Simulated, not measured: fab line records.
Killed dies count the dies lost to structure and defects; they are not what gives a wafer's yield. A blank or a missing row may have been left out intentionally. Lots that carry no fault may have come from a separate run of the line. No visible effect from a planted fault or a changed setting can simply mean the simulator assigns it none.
The tool behind it: which one? -- flow sky130 -- 7 lots, 21 wafers sampled, at 1 step of a route of 708

## WHAT THE GAUGES READ, wafer by wafer
SKY_SONOS_TUNNEL_TW_MEAS_12.
lot,measured,on,SONOS_TUNNEL_TW
L689,day 12 20:57,film-metro-04,194.9 195.0 195.0
L692,day 13 14:38,film-metro-02,196.6 197.4 197.4
L694,day 14 05:53,film-metro-01,192.6 193.1 193.4
L696,day 14 23:06,film-metro-02,196.3 196.6 196.6
L698,day 15 13:18,film-metro-02,196.2 196.7 195.4
L702,day 16 15:59,film-metro-04,195.4 195.0 195.2
L707,day 18 21:36,film-metro-01,193.3 195.0 195.9

## TOOL THAT RAN EACH LOT (tool first, then ch and the chambers of the sampled wafers, then the start)
The record holds no process step before these readings.

## THE ANSWER, worked out from the rows above alone
Rule: the lots themselves supply what counts as usual. The widest of any qualifying gaps counts: lots, ordered by their means at a reading, are off when they make up no more than a third of the lots, leave a main group of 4 or more, and stand apart from it by 3 or more times the standard deviation of that group's means. Not used: any main group whose means are identical at the precision the tables above print for the reading. A lot without any number at a reading at which 4 lots or more have one is off too. Where the step has rows for the other lots, those lots are counted as sound.
Nothing can be told from this: no lot is off at any reading shown.

## WHAT THE SIMULATOR HAD INSERTED
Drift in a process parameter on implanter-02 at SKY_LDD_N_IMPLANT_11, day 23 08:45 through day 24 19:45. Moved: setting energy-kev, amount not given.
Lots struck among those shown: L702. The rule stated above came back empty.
